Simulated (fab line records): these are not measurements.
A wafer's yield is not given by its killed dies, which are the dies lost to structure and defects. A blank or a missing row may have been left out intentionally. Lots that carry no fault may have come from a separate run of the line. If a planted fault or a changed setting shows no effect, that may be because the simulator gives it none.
fab line records || flow gf180mcu || part 2 of 2: steps 30 to 40 of 40
[record] {"lots": 5, "wafers": 15, "lastDay": 34}
route steps=602 shown LVPWELL@58 MVSD@66 MVPSD@78 VT_IMPLANT@90
lots with no fault: from the same line, run without faults
startH: the number of hours between the record's first day and the start of the first shown wafer of the lot || waitH: hours from the lot's prior step to this one || " the same as in the row above || L1.1+2: several wafers, shown together as one row || - no value, or no start given || * or withheld: withheld || < > ~ a bound
route shown NAME@n: a module of which the file shows steps, and the number in the route of the first || usual: mean/standard deviation taken from wafers without a fault || same: alike in all rows || chamber/n: place in a boat || sites: readings site by site || _std_site: standard deviation across them || _edge_site: mean of outer sites minus mean of inner sites || radiusMm: how far each site lies from the wafer's centre || mask NAME#n: copy n || behind: the last tool/chamber to shape the wafer || hold: why the lot went on hold/how many hours it stayed there/how the hold came to an end || device: names the non-switching transistor (n, p or np) || end of line: tests run on the same wafers once the route is complete || a step with no rows: only its recipe || killed: the dies lost at the first sort to structure and to defects; this is not the yield of the wafer || map: per-die view of a wafer (x killed, . not killed, _ where there is no die)
set.NAME: the setting the step ran with; set.NAME@STEP: the setting that earlier step ran with || model.NAME: the simulator's own value behind a step, which no gauge read
lots seen at some steps along the route; tables by step, rows by wafer
services: a tool's chamber out of use, with start hour (startH, from the record's first day; less than 0 if before it), hours out, and reason
[[steps]]
[step GF_MVPSD_IMPLANT_09]
[recipe] {"species": "B", "energyKev": 40, "doseCm2": 5e+12, "tiltDeg": 0}
[usual] {"doseIonsCm2": "5.001e+12/5.8e+09", "tiltDeg": "-0.005/0.019"}
{"lot.wafer": "L078.1", "tool": "implanter-04", "chamber": 0, "startH": 121.11, "waitH": 0.1, "doseIonsCm2": 5.008e+12, "tiltDeg": 0.001}
{"lot.wafer": "L078.5", "tool": "implanter-04", "chamber": 0, "startH": 121.11, "waitH": 0.1, "doseIonsCm2": 5.005e+12, "tiltDeg": -0.018}
{"lot.wafer": "L078.6", "tool": "implanter-04", "chamber": 0, "startH": 121.11, "waitH": 0.1, "doseIonsCm2": 5.001e+12, "tiltDeg": 0.021}
{"lot.wafer": "L082.2", "tool": "implanter-04", "chamber": 0, "startH": 146.42, "waitH": 0.1, "doseIonsCm2": 5.003e+12, "tiltDeg": -0.008}
{"lot.wafer": "L082.3", "tool": "implanter-04", "chamber": 0, "startH": 146.42, "waitH": 0.1, "doseIonsCm2": 5.004e+12, "tiltDeg": 0.027}
{"lot.wafer": "L082.5", "tool": "implanter-04", "chamber": 0, "startH": 146.42, "waitH": 0.1, "doseIonsCm2": 4.997e+12, "tiltDeg": -0.006}
{"lot.wafer": "L086.2", "tool": "implanter-04", "chamber": 0, "startH": 166.49, "waitH": 0.1, "doseIonsCm2": 5e+12, "tiltDeg": -0.015}
{"lot.wafer": "L086.3", "tool": "implanter-04", "chamber": 0, "startH": 166.49, "waitH": 0.1, "doseIonsCm2": 4.993e+12, "tiltDeg": 0.001}
{"lot.wafer": "L086.6", "tool": "implanter-04", "chamber": 0, "startH": 166.49, "waitH": 0.1, "doseIonsCm2": 5.001e+12, "tiltDeg": -0.007}
{"lot.wafer": "L088.1", "tool": "implanter-03", "chamber": 0, "startH": 176.92, "waitH": 0.1, "doseIonsCm2": 5.007e+12, "tiltDeg": -0.015}
{"lot.wafer": "L088.2", "tool": "implanter-03", "chamber": 0, "startH": 176.92, "waitH": 0.1, "doseIonsCm2": 4.995e+12, "tiltDeg": 0.007}
{"lot.wafer": "L088.5", "tool": "implanter-03", "chamber": 0, "startH": 176.92, "waitH": 0.1, "doseIonsCm2": 5.009e+12, "tiltDeg": 0.006}
{"lot.wafer": "L096.3", "tool": "implanter-04", "chamber": 0, "startH": 231.24, "waitH": 0.1, "doseIonsCm2": 5.003e+12, "tiltDeg": -0.005}
{"lot.wafer": "L096.4", "tool": "implanter-04", "chamber": 0, "startH": 231.24, "waitH": 0.1, "doseIonsCm2": 5.007e+12, "tiltDeg": -0.004}
{"lot.wafer": "L096.5", "tool": "implanter-04", "chamber": 0, "startH": 231.24, "waitH": 0.1, "doseIonsCm2": 5.003e+12, "tiltDeg": -0.004}
[step GF_MVPSD_STRIP_10]
[recipe] {"chemistry": "O2/N2", "powerW": 1400, "pressureMtorr": 1500, "platenTempC": 250, "o2FlowSccm": 3000, "n2FlowSccm": 300, "overashFraction": 0.5}
[usual] {"drypumpMotorCurrentA": "5.6/0.37", "heaterPowerW": "331/21", "oesProductAu": "0.723/0.0047", "stripTimeToEndpointS": "36.96/0.1"}
[same] {"overashFraction": 0.5}
{"lot.wafer": "L078.1", "tool": "plasmaAsher-02", "chamber": 0, "startH": 121.26, "waitH": 0.1, "drypumpMotorCurrentA": 6.2, "heaterPowerW": 348, "oesProductAu": 0.724, "rfHoursCounterH": 35, "stripTimeToEndpointS": 37.10}
{"lot.wafer": "L078.5", "tool": "plasmaAsher-02", "chamber": 1, "startH": 121.26, "waitH": 0.1, "drypumpMotorCurrentA": 5.7, "heaterPowerW": 327, "oesProductAu": 0.724, "rfHoursCounterH": "-", "stripTimeToEndpointS": 36.94}
{"lot.wafer": "L078.6", "tool": "plasmaAsher-02", "chamber": 0, "startH": 121.26, "waitH": 0.1, "drypumpMotorCurrentA": 6.2, "heaterPowerW": 345, "oesProductAu": 0.726, "rfHoursCounterH": "-", "stripTimeToEndpointS": 37.00}
{"lot.wafer": "L082.2", "tool": "plasmaAsher-04", "chamber": 0, "startH": 146.55, "waitH": 0.1, "drypumpMotorCurrentA": 5.8, "heaterPowerW": 298, "oesProductAu": 0.726, "rfHoursCounterH": 52, "stripTimeToEndpointS": 37.06}
{"lot.wafer": "L082.3", "tool": "plasmaAsher-04", "chamber": 0, "startH": 146.55, "waitH": 0.1, "drypumpMotorCurrentA": 5.8, "heaterPowerW": 307, "oesProductAu": 0.720, "rfHoursCounterH": "-", "stripTimeToEndpointS": 37.00}
{"lot.wafer": "L082.5", "tool": "plasmaAsher-04", "chamber": 0, "startH": 146.55, "waitH": 0.1, "drypumpMotorCurrentA": 5.8, "heaterPowerW": 303, "oesProductAu": 0.718, "rfHoursCounterH": "-", "stripTimeToEndpointS": 37.14}
{"lot.wafer": "L086.2", "tool": "plasmaAsher-04", "chamber": 0, "startH": 166.61, "waitH": 0.1, "drypumpMotorCurrentA": 5.8, "heaterPowerW": 297, "oesProductAu": 0.720, "rfHoursCounterH": 54, "stripTimeToEndpointS": 37.02}
{"lot.wafer": "L086.3", "tool": "plasmaAsher-04", "chamber": 1, "startH": 166.61, "waitH": 0.1, "drypumpMotorCurrentA": 5.1, "heaterPowerW": 333, "oesProductAu": 0.721, "rfHoursCounterH": "-", "stripTimeToEndpointS": 37.15}
{"lot.wafer": "L086.6", "tool": "plasmaAsher-04", "chamber": 1, "startH": 166.61, "waitH": 0.1, "drypumpMotorCurrentA": 5.1, "heaterPowerW": 340, "oesProductAu": 0.727, "rfHoursCounterH": "-", "stripTimeToEndpointS": 37.02}
{"lot.wafer": "L088.1", "tool": "plasmaAsher-03", "chamber": 0, "startH": 177.07, "waitH": 0.1, "drypumpMotorCurrentA": 6.0, "heaterPowerW": 365, "oesProductAu": 0.722, "rfHoursCounterH": 6, "stripTimeToEndpointS": 36.77}
{"lot.wafer": "L088.2", "tool": "plasmaAsher-03", "chamber": 1, "startH": 177.07, "waitH": 0.1, "drypumpMotorCurrentA": 5.3, "heaterPowerW": 331, "oesProductAu": 0.726, "rfHoursCounterH": 6, "stripTimeToEndpointS": 36.81}
{"lot.wafer": "L088.5", "tool": "plasmaAsher-03", "chamber": 1, "startH": 177.07, "waitH": 0.1, "drypumpMotorCurrentA": 5.4, "heaterPowerW": 342, "oesProductAu": 0.727, "rfHoursCounterH": "-", "stripTimeToEndpointS": 36.77}
{"lot.wafer": "L096.3", "tool": "plasmaAsher-03", "chamber": 1, "startH": 231.38, "waitH": 0.1, "drypumpMotorCurrentA": 5.4, "heaterPowerW": 344, "oesProductAu": 0.719, "rfHoursCounterH": "-", "stripTimeToEndpointS": 36.83}
{"lot.wafer": "L096.4", "tool": "plasmaAsher-03", "chamber": 0, "startH": 231.38, "waitH": 0.1, "drypumpMotorCurrentA": 6.0, "heaterPowerW": 353, "oesProductAu": 0.721, "rfHoursCounterH": "-", "stripTimeToEndpointS": 36.89}
{"lot.wafer": "L096.5", "tool": "plasmaAsher-03", "chamber": 1, "startH": 231.38, "waitH": 0.1, "drypumpMotorCurrentA": 5.4, "heaterPowerW": 351, "oesProductAu": 0.722, "rfHoursCounterH": "-", "stripTimeToEndpointS": 36.87}
[step GF_MVPSD_TW_MEAS_11]
[usual] {"MVPSD_TW": "550/7.4"}
{"lot.wafer": "L078.1", "tool": "filmMetro-02", "chamber": "-", "startH": 121.36, "waitH": 0.1, "MVPSD_TW": 542}
{"lot.wafer": "L078.5", "tool": "filmMetro-02", "chamber": "-", "startH": 121.36, "waitH": 0.1, "MVPSD_TW": 543}
{"lot.wafer": "L078.6", "tool": "filmMetro-02", "chamber": "-", "startH": 121.36, "waitH": 0.1, "MVPSD_TW": 542}
{"lot.wafer": "L082.2", "tool": "filmMetro-01", "chamber": "-", "startH": 146.66, "waitH": 0.1, "MVPSD_TW": 557}
{"lot.wafer": "L082.3", "tool": "filmMetro-01", "chamber": "-", "startH": 146.66, "waitH": 0.1, "MVPSD_TW": 555}
{"lot.wafer": "L082.5", "tool": "filmMetro-01", "chamber": "-", "startH": 146.66, "waitH": 0.1, "MVPSD_TW": 554}
{"lot.wafer": "L086.2", "tool": "filmMetro-01", "chamber": "-", "startH": 166.72, "waitH": 0.1, "MVPSD_TW": 557}
{"lot.wafer": "L086.3", "tool": "filmMetro-01", "chamber": "-", "startH": 166.72, "waitH": 0.1, "MVPSD_TW": 554}
{"lot.wafer": "L086.6", "tool": "filmMetro-01", "chamber": "-", "startH": 166.72, "waitH": 0.1, "MVPSD_TW": 554}
{"lot.wafer": "L088.1", "tool": "filmMetro-02", "chamber": "-", "startH": 177.17, "waitH": 0.1, "MVPSD_TW": 539}
{"lot.wafer": "L088.2", "tool": "filmMetro-02", "chamber": "-", "startH": 177.17, "waitH": 0.1, "MVPSD_TW": 542}
{"lot.wafer": "L088.5", "tool": "filmMetro-02", "chamber": "-", "startH": 177.17, "waitH": 0.1, "MVPSD_TW": 540}
{"lot.wafer": "L096.3", "tool": "filmMetro-01", "chamber": "-", "startH": 231.46, "waitH": 0.1, "MVPSD_TW": 560}
{"lot.wafer": "L096.4", "tool": "filmMetro-01", "chamber": "-", "startH": 231.46, "waitH": 0.1, "MVPSD_TW": 555}
{"lot.wafer": "L096.5", "tool": "filmMetro-01", "chamber": "-", "startH": 231.46, "waitH": 0.1, "MVPSD_TW": 557}
[step GF_VT_IMPLANT_DEHYDRATE_00]
[recipe] {"tempC": 200, "timeS": 60}
{"lot.wafer": "L078.1+5+6", "tool": "lithoTrack-02", "chamber": 0, "startH": 127.94, "waitH": 6.6}
{"lot.wafer": "L082.2+3+5", "tool": "lithoTrack-02", "chamber": 0, "startH": 153.91, "waitH": 7.2}
{"lot.wafer": "L086.2+3+6", "tool": "lithoTrack-02", "chamber": 0, "startH": 174.11, "waitH": 7.4}
{"lot.wafer": "L088.1+2+5", "tool": "lithoTrack-02", "chamber": 0, "startH": 184.59, "waitH": 7.4}
{"lot.wafer": "L096.3+4+5", "tool": "lithoTrack-02", "chamber": 0, "startH": 240.34, "waitH": 8.9}
[step GF_VT_IMPLANT_HMDS_01]
[recipe] {"primeTimeS": 60, "primeTempC": 120}
{"lot.wafer": "L078.1+5+6", "tool": "lithoTrack-02", "chamber": 0, "startH": 128.09, "waitH": 0.1}
{"lot.wafer": "L082.2+3+5", "tool": "lithoTrack-02", "chamber": 0, "startH": 154.06, "waitH": 0.1}
{"lot.wafer": "L086.2+3+6", "tool": "lithoTrack-02", "chamber": 0, "startH": 174.26, "waitH": 0.1}
{"lot.wafer": "L088.1+2+5", "tool": "lithoTrack-02", "chamber": 0, "startH": 184.74, "waitH": 0.1}
{"lot.wafer": "L096.3+4+5", "tool": "lithoTrack-02", "chamber": 0, "startH": 240.49, "waitH": 0.1}
[step GF_VT_IMPLANT_COAT_02]
[recipe] {"resist": "NOVOLAK", "spinRpm": 3000, "resistThkNm": 1000}
{"lot.wafer": "L078.1+5+6", "tool": "lithoTrack-02", "chamber": 0, "startH": 128.24, "waitH": 0.1}
{"lot.wafer": "L082.2+3+5", "tool": "lithoTrack-02", "chamber": 0, "startH": 154.21, "waitH": 0.1}
{"lot.wafer": "L086.2+3+6", "tool": "lithoTrack-02", "chamber": 0, "startH": 174.41, "waitH": 0.1}
{"lot.wafer": "L088.1+2+5", "tool": "lithoTrack-02", "chamber": 0, "startH": 184.89, "waitH": 0.1}
{"lot.wafer": "L096.3+4+5", "tool": "lithoTrack-02", "chamber": 0, "startH": 240.64, "waitH": 0.1}
[step GF_VT_IMPLANT_SOFTBAKE_03]
[recipe] {"tempC": 90, "timeS": 60, "resist": "NOVOLAK"}
{"lot.wafer": "L078.1+5+6", "tool": "lithoTrack-02", "chamber": 0, "startH": 128.39, "waitH": 0.1}
{"lot.wafer": "L082.2+3+5", "tool": "lithoTrack-02", "chamber": 0, "startH": 154.36, "waitH": 0.1}
{"lot.wafer": "L086.2+3+6", "tool": "lithoTrack-02", "chamber": 0, "startH": 174.56, "waitH": 0.1}
{"lot.wafer": "L088.1+2+5", "tool": "lithoTrack-02", "chamber": 0, "startH": 185.04, "waitH": 0.1}
{"lot.wafer": "L096.3+4+5", "tool": "lithoTrack-02", "chamber": 0, "startH": 240.79, "waitH": 0.1}
[step GF_VT_IMPLANT_EXPOSE_04]
[recipe] {"maskId": "LVPWELL_LV_AREA", "targetCdNm": 600, "na": 0.6, "sourceShape": "conventional", "sigmaOuter": 0.6, "doseMj": 140}
[usual] {"focusOffsetNm": "0.0/0.53"}
{"lot.wafer": "L078.1", "tool": "ilineStepper-02", "chamber": 0, "startH": "-", "waitH": "-", "mask": "LVPWELL_LV_AREA#0", "focusOffsetNm": -0.3}
{"lot.wafer": "L078.5", "tool": "ilineStepper-02", "chamber": 0, "startH": "-", "waitH": "-", "mask": "LVPWELL_LV_AREA#0", "focusOffsetNm": 0.0}
{"lot.wafer": "L078.6", "tool": "ilineStepper-02", "chamber": 0, "startH": "-", "waitH": "-", "mask": "LVPWELL_LV_AREA#0", "focusOffsetNm": 0.3}
{"lot.wafer": "L082.2", "tool": "ilineStepper-02", "chamber": 0, "startH": "-", "waitH": "-", "mask": "LVPWELL_LV_AREA#0", "focusOffsetNm": -0.1}
{"lot.wafer": "L082.3", "tool": "ilineStepper-02", "chamber": 0, "startH": "-", "waitH": "-", "mask": "LVPWELL_LV_AREA#0", "focusOffsetNm": -0.7}
{"lot.wafer": "L082.5", "tool": "ilineStepper-02", "chamber": 0, "startH": "-", "waitH": "-", "mask": "LVPWELL_LV_AREA#0", "focusOffsetNm": 0.2}
{"lot.wafer": "L086.2", "tool": "ilineStepper-01", "chamber": 0, "startH": "-", "waitH": "-", "mask": "LVPWELL_LV_AREA#0", "focusOffsetNm": -0.1}
{"lot.wafer": "L086.3", "tool": "ilineStepper-01", "chamber": 0, "startH": "-", "waitH": "-", "mask": "LVPWELL_LV_AREA#0", "focusOffsetNm": -0.4}
{"lot.wafer": "L086.6", "tool": "ilineStepper-01", "chamber": 0, "startH": "-", "waitH": "-", "mask": "LVPWELL_LV_AREA#0", "focusOffsetNm": -0.9}
{"lot.wafer": "L088.1", "tool": "ilineStepper-02", "chamber": 0, "startH": "-", "waitH": "-", "mask": "LVPWELL_LV_AREA#0", "focusOffsetNm": 0.7}
{"lot.wafer": "L088.2", "tool": "ilineStepper-02", "chamber": 0, "startH": "-", "waitH": "-", "mask": "LVPWELL_LV_AREA#0", "focusOffsetNm": 1.2}
{"lot.wafer": "L088.5", "tool": "ilineStepper-02", "chamber": 0, "startH": "-", "waitH": "-", "mask": "LVPWELL_LV_AREA#0", "focusOffsetNm": 0.6}
{"lot.wafer": "L096.3", "tool": "ilineStepper-02", "chamber": 0, "startH": "-", "waitH": "-", "mask": "LVPWELL_LV_AREA#0", "focusOffsetNm": -0.8}
{"lot.wafer": "L096.4", "tool": "ilineStepper-02", "chamber": 0, "startH": "-", "waitH": "-", "mask": "LVPWELL_LV_AREA#0", "focusOffsetNm": 0.3}
{"lot.wafer": "L096.5", "tool": "ilineStepper-02", "chamber": 0, "startH": "-", "waitH": "-", "mask": "LVPWELL_LV_AREA#0", "focusOffsetNm": 0.1}
[step GF_VT_IMPLANT_PEB_05]
[recipe] {"tempC": "withheld", "timeS": "*", "resist": "NOVOLAK"}
{"lot.wafer": "L078.1+5+6", "tool": "lithoTrack-03", "chamber": 0, "startH": "-", "waitH": "-"}
{"lot.wafer": "L082.2+3+5", "tool": "lithoTrack-03", "chamber": 0, "startH": "-", "waitH": "-"}
{"lot.wafer": "L086.2+3+6", "tool": "lithoTrack-04", "chamber": 0, "startH": "-", "waitH": "-"}
{"lot.wafer": "L088.1+2+5", "tool": "lithoTrack-04", "chamber": 0, "startH": "-", "waitH": "-"}
{"lot.wafer": "L096.3+4+5", "tool": "lithoTrack-03", "chamber": 0, "startH": "-", "waitH": "-"}
[step GF_VT_IMPLANT_DEVELOP_06]
[recipe] {"developTimeS": 60, "devTempC": 23}
[usual] {"developerTempC": "23.02/0.11"}
{"lot.wafer": "L078.1", "tool": "lithoTrack-03", "chamber": 0, "startH": 135.01, "waitH": 0.1, "developerTempC": 23.10}
{"lot.wafer": "L078.5", "tool": "lithoTrack-03", "chamber": 0, "startH": 135.01, "waitH": 0.1, "developerTempC": 22.93}
{"lot.wafer": "L078.6", "tool": "lithoTrack-03", "chamber": 0, "startH": 135.01, "waitH": 0.1, "developerTempC": 23.13}
{"lot.wafer": "L082.2", "tool": "lithoTrack-03", "chamber": 0, "startH": 162.03, "waitH": 0.1, "developerTempC": 22.98}
{"lot.wafer": "L082.3", "tool": "lithoTrack-03", "chamber": 0, "startH": 162.03, "waitH": 0.1, "developerTempC": 23.08}
{"lot.wafer": "L082.5", "tool": "lithoTrack-03", "chamber": 0, "startH": 162.03, "waitH": 0.1, "developerTempC": 23.00}
{"lot.wafer": "L086.2", "tool": "lithoTrack-04", "chamber": 0, "startH": 182.75, "waitH": 0.1, "developerTempC": 23.03}
{"lot.wafer": "L086.3", "tool": "lithoTrack-04", "chamber": 0, "startH": 182.75, "waitH": 0.1, "developerTempC": 22.99}
{"lot.wafer": "L086.6", "tool": "lithoTrack-04", "chamber": 0, "startH": 182.75, "waitH": 0.1, "developerTempC": 23.02}
{"lot.wafer": "L088.1", "tool": "lithoTrack-04", "chamber": 0, "startH": 193.23, "waitH": 0.1, "developerTempC": 22.96}
{"lot.wafer": "L088.2", "tool": "lithoTrack-04", "chamber": 0, "startH": 193.23, "waitH": 0.1, "developerTempC": 22.94}
{"lot.wafer": "L088.5", "tool": "lithoTrack-04", "chamber": 0, "startH": 193.23, "waitH": 0.1, "developerTempC": 22.95}
{"lot.wafer": "L096.3", "tool": "lithoTrack-03", "chamber": 0, "startH": 249.56, "waitH": 0.1, "developerTempC": 22.87}
{"lot.wafer": "L096.4", "tool": "lithoTrack-03", "chamber": 0, "startH": 249.56, "waitH": 0.1, "developerTempC": 23.04}
{"lot.wafer": "L096.5", "tool": "lithoTrack-03", "chamber": 0, "startH": 249.56, "waitH": 0.1, "developerTempC": 22.91}
[step GF_VT_IMPLANT_OVL_MEAS_07]
[usual] {"VT_IMPLANT_OVL": "0.3/1.4"}
{"lot.wafer": "L078.1", "tool": "overlay-02", "chamber": "-", "startH": 135.16, "waitH": 0.1, "VT_IMPLANT_OVL[nm]": 0.7}
{"lot.wafer": "L078.5", "tool": "overlay-02", "chamber": "-", "startH": 135.16, "waitH": 0.1, "VT_IMPLANT_OVL[nm]": -0.4}
{"lot.wafer": "L078.6", "tool": "overlay-02", "chamber": "-", "startH": 135.16, "waitH": 0.1, "VT_IMPLANT_OVL[nm]": -0.2}
{"lot.wafer": "L082.2", "tool": "overlay-01", "chamber": "-", "startH": 162.17, "waitH": 0.1, "VT_IMPLANT_OVL[nm]": 0.9}
{"lot.wafer": "L082.3", "tool": "overlay-01", "chamber": "-", "startH": 162.17, "waitH": 0.1, "VT_IMPLANT_OVL[nm]": 0.4}
{"lot.wafer": "L082.5", "tool": "overlay-01", "chamber": "-", "startH": 162.17, "waitH": 0.1, "VT_IMPLANT_OVL[nm]": 0.0}
{"lot.wafer": "L086.2", "tool": "overlay-02", "chamber": "-", "startH": 182.88, "waitH": 0.1, "VT_IMPLANT_OVL[nm]": 0.7}
{"lot.wafer": "L086.3", "tool": "overlay-02", "chamber": "-", "startH": 182.88, "waitH": 0.1, "VT_IMPLANT_OVL[nm]": -0.2}
{"lot.wafer": "L086.6", "tool": "overlay-02", "chamber": "-", "startH": 182.88, "waitH": 0.1, "VT_IMPLANT_OVL[nm]": -1.1}
{"lot.wafer": "L088.1", "tool": "overlay-01", "chamber": "-", "startH": 193.38, "waitH": 0.1, "VT_IMPLANT_OVL[nm]": 1.8}
{"lot.wafer": "L088.2", "tool": "overlay-01", "chamber": "-", "startH": 193.38, "waitH": 0.1, "VT_IMPLANT_OVL[nm]": -0.4}
{"lot.wafer": "L088.5", "tool": "overlay-01", "chamber": "-", "startH": 193.38, "waitH": 0.1, "VT_IMPLANT_OVL[nm]": 1.0}
{"lot.wafer": "L096.3", "tool": "overlay-02", "chamber": "-", "startH": 249.67, "waitH": 0.1, "VT_IMPLANT_OVL[nm]": 0.8}
{"lot.wafer": "L096.4", "tool": "overlay-02", "chamber": "-", "startH": 249.67, "waitH": 0.1, "VT_IMPLANT_OVL[nm]": -0.8}
{"lot.wafer": "L096.5", "tool": "overlay-02", "chamber": "-", "startH": 249.67, "waitH": 0.1, "VT_IMPLANT_OVL[nm]": 0.9}
[[services]]
{"tool": "plasmaAsher-03", "chamber": "-", "startH": 86.05, "hours": 1.5, "kind": "repair"}
{"tool": "ilineStepper-02", "chamber": "-", "startH": 93.16, "hours": 2.3, "kind": "repair"}
{"tool": "ilineStepper-01", "chamber": 0, "startH": 105.78, "hours": "-", "kind": "calibration"}
{"tool": "plasmaAsher-03", "chamber": "-", "startH": 107.76, "hours": 1.1, "kind": "repair"}
{"tool": "plasmaAsher-03", "chamber": "-", "startH": 108.84, "hours": 9.0, "kind": "pm"}
{"tool": "plasmaAsher-03", "chamber": 0, "startH": 108.84, "hours": 9.0, "kind": "ventCycle"}
{"tool": "ilineStepper-02", "chamber": 0, "startH": 114.14, "hours": "-", "kind": "calibration"}
{"tool": "implanter-01", "chamber": "-", "startH": 114.24, "hours": 13.3, "kind": "pm"}
{"tool": "ilineStepper-01", "chamber": "-", "startH": 122.16, "hours": 1.7, "kind": "pm"}
{"tool": "ilineStepper-01", "chamber": "-", "startH": 131.21, "hours": 6.5, "kind": "repair"}
{"tool": "implanter-03", "chamber": "-", "startH": 146.56, "hours": 1.6, "kind": "repair"}
{"tool": "implanter-03", "chamber": "-", "startH": 151.76, "hours": 3.8, "kind": "pm"}
{"tool": "plasmaAsher-04", "chamber": "-", "startH": 155.47, "hours": 2.8, "kind": "pm"}
{"tool": "implanter-03", "chamber": "-", "startH": 162.71, "hours": 2.1, "kind": "repair"}
{"tool": "ilineStepper-01", "chamber": "-", "startH": 179.58, "hours": 2.5, "kind": "repair"}
{"tool": "implanter-01", "chamber": "-", "startH": 187.27, "hours": 5.3, "kind": "pm"}
{"tool": "plasmaAsher-02", "chamber": "-", "startH": 189.37, "hours": 2.8, "kind": "pm"}
{"tool": "ilineStepper-02", "chamber": "-", "startH": 199.08, "hours": 2.1, "kind": "pm"}
{"tool": "ilineStepper-02", "chamber": "-", "startH": 201.16, "hours": "-", "kind": "consumableReplace:lamp"}
{"tool": "implanter-04", "chamber": "-", "startH": 202.29, "hours": 6.0, "kind": "repair"}
{"tool": "implanter-04", "chamber": "-", "startH": 212.82, "hours": 5.6, "kind": "pm"}
{"tool": "implanter-01", "chamber": "-", "startH": 227.37, "hours": 10.6, "kind": "pm"}
{"tool": "ilineStepper-02", "chamber": "-", "startH": 231.90, "hours": 1.7, "kind": "pm"}
{"tool": "ilineStepper-01", "chamber": "-", "startH": 240.60, "hours": 0.6, "kind": "repair"}
